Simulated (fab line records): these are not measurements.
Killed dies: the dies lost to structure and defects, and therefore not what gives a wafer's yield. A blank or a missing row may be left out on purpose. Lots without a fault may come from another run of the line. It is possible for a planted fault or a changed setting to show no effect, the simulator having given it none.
Code-filled problem report in 8D (eight disciplines) form + flow sky130 + the parts of the form that need people (team, actions taken, sign-off) are left out

## 1. WHAT WENT WRONG
Wafers without a fault read 89.19 s, standard deviation 0.14; run_length_s at SKY_VIA4_SOFTBAKE_07 reads a mean of 91.03 s on 4 wafers belonging to 3 lots. Relative to the usual mean, that is a shift of +13 standard deviations.
The step: time 60 s.
Earliest sighting: wafer L453.4 on litho_track-04 at day 45 13:13. The record holds 37 wafers of 13 lots with a number at this step. By rule, "out" or "out of limits" means more than 4 standard deviations away from the usual mean. All remaining wafers that have a number are taken as sound.

## 2. WHAT IT IS, AND WHAT IT ISN'T
| question                    | is                             | is not                                                                                                         |
|-----------------------------|--------------------------------|----------------------------------------------------------------------------------------------------------------|
| which readings at this step | run_length_s                   | -                                                                                                              |
| which lots                  | L453, L455, L456               | L442, L443, L444, L445, L458, L459, L462, L463, L464, L465                                                     |
| which wafers of those lots  | L453.4, L455.2, L456.2, L456.4 | L453.1, L455.6, L456.3                                                                                         |
| read on which tools         | litho_track-04                 | litho_track-01, litho_track-03                                                                                 |
| when                        | from day 45 13:13              | up to then (13 sound wafers); but 20 sound wafers of L455, L456, L458, L459, L462, L463, L464, L465 came after |

## 3. WHAT RULES OUT EACH SUSPECT
Counting: a tool at a process step up to the reading stays a suspect if it ran every lot that is out. Sound lots after the first of them don't rule it out here, since some wafers of a struck lot are sound.
- litho_track-04 at SKY_VIA4_SOFTBAKE_07 (time 60 s): kept. Every lot that is out went through it, the first being L453 (day 45 13:13); the last sound lot it ran before that was L445 (day 43 07:44). Its own readings are out on those wafers: run_length_s.
The count leaves litho_track-04 at SKY_VIA4_SOFTBAKE_07.

## 4. THE CAUSE (what the simulator had put in)
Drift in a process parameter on litho_track-04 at SKY_VIA4_SOFTBAKE_07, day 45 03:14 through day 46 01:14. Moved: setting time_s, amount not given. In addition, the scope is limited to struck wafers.
After counting, this tool was the only one left.

## 5. THE EFFECT CHAIN, in route order
Each row: a reading where the mean over the struck wafers with a number is more than 3 standard deviations away from the usual. Only readings for which the record gives a usual standard deviation are gone through. hours: the time from each lot's start at the first step in this table that gives one to its start at this step, as a median over the lots. sigmas: the change in usual standard deviations.
| hours | step                 | reading      | usual   | on struck wafers | change | sigmas |
|-------|----------------------|--------------|---------|------------------|--------|--------|
| 0     | SKY_VIA4_SOFTBAKE_07 | run_length_s | 89.19 s | 91.03            | +1.84  | +13    |
Here are the process steps it includes:
- SKY_VIA4_SOFTBAKE_07: time 60 s.
Later measuring or inspecting steps at which every struck wafer that the step has a row for has a number for every such reading, and none has moved that far: SKY_PAD_OPEN_BOW_MEAS_13.

## 6. WHAT WOULD HAVE CAUGHT IT SOONER
First out-of-limits reading in this record: day 45 13:13, which is 10 hours after fault onset at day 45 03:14.
